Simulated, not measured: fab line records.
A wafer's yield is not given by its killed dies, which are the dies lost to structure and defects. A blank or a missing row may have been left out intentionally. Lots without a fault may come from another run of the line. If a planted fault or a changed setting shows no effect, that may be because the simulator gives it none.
Matching of chambers    flow gf180mcu    4 sister chambers for GF_V4_CMP_26 on cmp-02
The step polishes, stops on SiO2, t overpolish 15 s, target thk 0 nm. 8 wafers are shown with their chamber, then 7 later ones without.

## WAFERS WITH THEIR CHAMBER
wafer   chamber  motor current A (A)  time to endpoint s (s)
L715.1  2        10.9                 86
L717.1  3        12.1                 86
L717.2  1        9.7                  87
L717.4  2        11.0                 86
L720.2  3        12.2                 81
L720.6  0        11.5                 79
L723.1  0        11.1                 79
L723.3  1        9.6                  85

## WAFERS WITH NO CHAMBER GIVEN
wafer   motor current A (A)  time to endpoint s (s)
L723.5  10.0                 83
L725.2  11.0                 83
L725.3  12.3                 81
L725.4  11.5                 80
L727.1  10.8                 83
L727.4  11.7                 80
L727.6  10.9                 83

## WHICH CHAMBER EACH WENT THROUGH
wafer   from the rows above      in truth
L723.5  1                        1
L725.2  can't be placed: 2 or 0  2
L725.3  3                        3
L725.4  0                        0
L727.1  2                        2
L727.4  can't be placed: 0 or 3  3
L727.6  can't be placed: 2 or 0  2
4 of 7 placed correctly. Unplaceable from these rows: 3, with the true chamber sitting among the candidates in 3. 0 placed wrongly.
How it was worked out, from the rows above alone: a wafer's distance from a chamber is the root of the sum, over the readings, of the square of ((its reading less the chamber's mean) divided by the reading's scatter). If the next closest chamber is less than 2 further off than the closest, the wafer can't be placed; otherwise it belongs to the closest. Each chamber's mean is taken over the wafers shown for it. The scatter: the root of (the sum of the squares of (reading less its chamber's mean) over the shown wafers, divided by (wafers less chambers)).
